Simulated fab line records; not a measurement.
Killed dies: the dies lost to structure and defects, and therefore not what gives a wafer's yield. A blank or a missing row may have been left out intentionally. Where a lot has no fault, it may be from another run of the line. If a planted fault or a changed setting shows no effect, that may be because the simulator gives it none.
Which tool did it?    flow sky130    33 wafers from 11 lots sampled at 6 of the route's 708 steps

## WHAT EACH GAUGE READ, for each wafer
SKY_CAPM_THK_MEAS_01. Usual: CAPM_CVD_00_THK 15.38 nm, standard deviation 0.24.
lot   measured      on             CAPM_CVD_00_THK (nm)  flag
L292  day 37 22:54  film metro-03  15.41 15.45 15.84     
L293  day 38 05:34  film metro-01  15.23 15.50 15.34     
L294  day 38 09:08  film metro-03  15.43 15.19 15.70     
L296  day 38 18:45  film metro-03  15.14 15.35 15.01     
L302  day 40 01:45  film metro-03  15.41 15.07 15.45     
L303  day 40 11:17  film metro-01  15.19 15.26 15.44     
L306  day 41 04:05  film metro-01  15.24 15.13 15.18     
L307  day 41 17:47  film metro-01  15.24 15.32 15.30     
L308  day 41 18:45  film metro-01  15.06 15.27 15.14     
L310  day 42 06:14  film metro-02  15.71 15.52 15.80     
L311  day 42 18:46  film metro-03  15.30 15.29 15.69     

SKY_CAPM_RS_MEAS_03: the measuring method here is four-point-probe. Usual: CAPM_TIN_RS 6.90 ohm/sq, standard deviation 0.089.
lot   measured      on             CAPM_TIN_RS (ohm/sq)           flag
L292  day 37 23:07  film metro-01  6.87 6.94 6.82                 
L293  day 38 05:44  film metro-02  6.73 6.82 6.79                 
L294  day 38 09:18  film metro-01  6.89 6.93 6.93                 
L296  day 38 18:57  film metro-02  6.72 6.75 6.85                 
L302  day 40 01:55  film metro-01  6.80 7.26 6.71 6.79 7.25 6.73  
L303  day 40 11:28  film metro-03  6.97 6.95 6.98                 
L306  day 41 04:15  film metro-03  6.95 6.92 6.86                 
L307  day 41 17:58  film metro-03  6.84 6.83 6.84                 
L308  day 41 18:55  film metro-01  6.96 6.95 6.90                 
L310  day 42 06:25  film metro-03  6.92 6.95 6.86                 
L311  day 42 18:56  film metro-03  7.07 7.01 7.07                 

SKY_CAPM_THK_MEAS_04: measures by xrf. Usual: CAPM_TIN_THK 203.2 nm, standard deviation 2.6.
lot   measured      on             CAPM_TIN_THK (nm)  flag
L292  day 37 23:13  film metro-01  204.1 201.8 204.6  
L293  day 38 05:51  film metro-02  207.3 204.6 204.3  
L294  day 38 09:25  film metro-01  203.9 202.6 201.9  
L296  day 38 19:02  film metro-02  206.6 206.0 203.0  
L302  day 40 02:20  film metro-01  205.9 194.2 208.1  
L303  day 40 11:35  film metro-03  201.8 202.7 201.2  
L306  day 41 04:22  film metro-03  202.7 204.0 205.1  
L307  day 41 18:05  film metro-03  205.7 206.9 206.2  
L308  day 41 19:02  film metro-01  201.6 201.9 203.5  
L310  day 42 06:32  film metro-03  203.2 202.1 204.8  
L311  day 42 19:03  film metro-03  199.5 200.1 200.1  

SKY_CAPM_OVL_MEAS_12. Usual: CAPM_OVL 0.1 nm, standard deviation 1.5.
lot   measured      on          CAPM_OVL (nm)   flag
L292  day 38 23:31  overlay-01  -2.4 0.1 -4.7   
L293  day 39 06:00  overlay-02  1.5 2.3 2.2     
L294  day 39 09:38  overlay-01  2.1 1.2 0.0     
L296  day 39 19:37  overlay-01  0.2 1.7 3.2     
L302  day 41 02:02  overlay-02  -0.3 -1.1 -1.9  
L303  day 41 11:20  overlay-01  0.6 1.7 -0.6    
L306  day 42 03:27  overlay-02  1.5 2.8 1.4     
L307  day 42 17:11  overlay-02  0.1 1.0 1.2     
L308  day 42 18:27  overlay-01  0.3 -0.4 -1.5   
L310  day 43 05:47  overlay-01  0.0 -0.7 -1.0   
L311  day 43 17:21  overlay-02  1.2 1.0 2.0     

## WHAT TOOL EACH LOT RAN ON (gives the tool, then ch and the chambers of the sampled wafers, and finally the start)
lot   SKY_METAL3_SPUTTER_04         SKY_CAPM_SPUTTER_02
L292  pvd sputter-01, day 37 22:49  pvd sputter-04, day 37 22:56
L293  pvd sputter-02, day 38 05:29  pvd sputter-03, day 38 05:37
L294  pvd sputter-04, day 38 09:04  pvd sputter-03, day 38 09:11
L296  pvd sputter-02, day 38 18:39  pvd sputter-03, day 38 18:47
L302  pvd sputter-02, day 40 01:41  pvd sputter-03, day 40 01:49
L303  pvd sputter-02, day 40 11:13  pvd sputter-04, day 40 11:21
L306  pvd sputter-04, day 41 04:01  pvd sputter-02, day 41 04:08
L307  pvd sputter-01, day 41 17:43  pvd sputter-04, day 41 17:51
L308  pvd sputter-04, day 41 18:41  pvd sputter-02, day 41 18:49
L310  pvd sputter-01, day 42 06:10  pvd sputter-02, day 42 06:18
L311  pvd sputter-02, day 42 18:41  pvd sputter-04, day 42 18:49
- SKY_METAL3_SPUTTER_04: material TiN, target thk 70 nm, time 58.3 s.
- SKY_CAPM_SPUTTER_02: material TiN, target thk 200 nm, time 166.7 s.

## WHAT THE TOOLS THEMSELVES READ (means of the sampled wafers that have a number; where no wafer has one, the mark that the record gives instead)
SKY_METAL3_SPUTTER_04. Usual: cathode dc power W 6500.1 W, standard deviation 1.3; throttle valve pct 30.2 %, standard deviation 1.1.
lot   tool            cathode dc power W (W)  throttle valve pct (%)  flag
L292  pvd sputter-01  6500.1                  30.3                    
L293  pvd sputter-02  6500.0                  29.9                    
L294  pvd sputter-04  6500.7                  30.4                    
L296  pvd sputter-02  6501.1                  29.5                    
L302  pvd sputter-02  6500.5                  29.4                    
L303  pvd sputter-02  6498.5                  30.4                    
L306  pvd sputter-04  6499.8                  30.3                    
L307  pvd sputter-01  6501.8                  30.3                    
L308  pvd sputter-04  6500.1                  29.1                    
L310  pvd sputter-01  6500.8                  30.4                    
L311  pvd sputter-02  6500.1                  30.0                    

SKY_CAPM_SPUTTER_02. Usual: cathode dc power W 6500.0 W, standard deviation 1.2; throttle valve pct 29.8 %, standard deviation 1.2.
lot   tool            cathode dc power W (W)  throttle valve pct (%)  flag
L292  pvd sputter-04  6500.3                  31.4                    
L293  pvd sputter-03  6501.1                  30.4                    
L294  pvd sputter-03  6500.1                  29.1                    
L296  pvd sputter-03  6501.1                  30.7                    
L302  pvd sputter-03  6369.6                  29.7                    OFF
L303  pvd sputter-04  6499.3                  31.2                    
L306  pvd sputter-02  6501.6                  29.8                    
L307  pvd sputter-04  6499.9                  28.4                    
L308  pvd sputter-02  6500.6                  30.2                    
L310  pvd sputter-02  6500.5                  30.5                    
L311  pvd sputter-04  6500.9                  30.5                    

## THE ANSWER, worked out from the rows above alone
Rule: a lot counts as off when the mean over its wafers that have a number is more than 3 standard deviations away from the usual mean. A lot without any number at a reading at which 4 lots or more have one is off too. The other lots that the step has rows for count as sound. After the gauges, taken in route order, come the tools' own readings; for these a lot's mean is taken, as printed above. At the first step where some lot is off, the reading lying furthest off is the one used; lots without a number count as furthest.
Off at SKY_CAPM_SPUTTER_02 (cathode dc power W): L302.
If a tool, at that step or one of the process steps before it, ran each lot that is off and ran no sound lot following the first of them, it fits. One candidate fits, namely pvd sputter-03 at SKY_CAPM_SPUTTER_02. Its last sound lot is L296 (day 38 18:47), its first lot that is off L302 (day 40 01:49): a fault that began between those two fits.
On the lots that are off, the tool's own readings at SKY_CAPM_SPUTTER_02 differ by more than 5 times the standard deviation of the sound lots' means, which bears it out; cathode dc power W reads 6369.6 W there versus 6500.5 W on the sound lots.

## WHAT WAS PUT IN BY THE SIMULATOR
Process parameters drifting: pvd sputter-03 at SKY_CAPM_SPUTTER_02, beginning at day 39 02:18. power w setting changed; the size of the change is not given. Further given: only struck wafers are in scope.
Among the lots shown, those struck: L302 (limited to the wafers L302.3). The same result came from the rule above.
